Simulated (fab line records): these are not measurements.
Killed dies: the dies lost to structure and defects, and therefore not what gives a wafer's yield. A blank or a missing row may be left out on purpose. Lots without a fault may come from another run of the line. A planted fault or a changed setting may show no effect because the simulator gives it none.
Comparing a struck lot with a sound one | flow sky130 | 4 out of 708 route steps
Sound: these wafers, L898.1, L898.2, L898.6. Wafers L910.1, L910.5, L910.6 were the ones struck. The cause is given at the end.
At each step with rows: each side's tool, then ch and its chambers, then its first start. Under that, the readings that differ: sound wafers | struck wafers | difference of the means | sigmas: that difference in standard deviations of wafers without a fault.
alike: words and numbers the same on both sides, and readings whose means are apart by under 2 such deviations; not compared: readings that were withheld, readings missing a value for some wafer, numbers with overlapping values and no deviation given by the record, and bounds like >300 which may hide the same value.
Wherever a step has rows on one side only, a row that says differs or no value, or a row with sigmas, the two part there. Non-overlapping numbers with no deviation appear without sigmas and do not part them. A reading missing from all wafers of one side parts the sides only when that side holds two or more wafers.

SKY_FIELD_ISO_BOW_MEAS_00:
  sound: film-metro-04 at day 1 20:00; struck: film-metro-01 at day 4 08:00
  alike: INCOMING_BOW
SKY_FIELD_ISO_OXIDATION_01: stabilise 600 s, purge 300 s, target thk 12 nm.
  struck on furnace-01, day 4 08:07; sound on furnace-01 ch 0, day 1 20:07
  no value came back on the struck wafers for any of 6 readings (ox-temp-c (C), ox-temp-c-max and others); on the sound wafers ox-temp-c (C) reads 900.6 901.2 900.3
then, 1 step without rows for these wafers: SKY_FIELD_ISO_CVD_03 (deposits Si3N4 from DCS/NH3, target thk 165 nm, time 2830 s).
-- a jump in the record: the struck wafers' starts before and after are 46 days apart (it breaks off in module FIELD_ISO and resumes in module PAD_OPEN, where the first step shown is number 708 of the route) --
SKY_PAD_OPEN_PROBE_99:
  sound: prober-01 at day 45 18:46; struck: prober-02 at day 50 11:23
  reading                                          | sound                         | struck                        | difference | sigmas
  model.etest.res_p_drift_20v.line-ohm-um          | 1.076e+04 1.065e+04 1.052e+04 | 1.022e+04 1.037e+04 1.004e+04 | -4.333e+02 |
  model.etest.pfet_16v.r-on-ohm-um                 | 1.542e+04 1.547e+04 1.538e+04 | 1.476e+04 1.471e+04 1.45e+04  | -7.667e+02 |
  model.etest.cap-poly-to-well.c-af-um2            | 90.18 88.52 90.56             | 96.33 95.92 93.87             | +5.62      |
  model.etest.field-p.vt-v (V)                     | -43.17 -42.84 -42.1           | -37.55 -38.19 -36.79          | +5.19      |
  model.etest.field-n.vt-v (V)                     | 36.65 36.48 36.09             | 32.89 33.43 32.3              | -3.53      |
  model.etest.diode-ndiff-fingers.leak-log10-a-cm2 | -6.639 -6.742 -6.562          | -6.09 -6.036 -6.101           | +0.57      |
  not compared: model.etest.res_p_drift_20v.rs-ohm-sq, model.etest.cap-li-to-poly.c-af-um2

## WHERE THEY PART
Only at SKY_FIELD_ISO_OXIDATION_01, within this record.

WHY: the cause the simulator had injected
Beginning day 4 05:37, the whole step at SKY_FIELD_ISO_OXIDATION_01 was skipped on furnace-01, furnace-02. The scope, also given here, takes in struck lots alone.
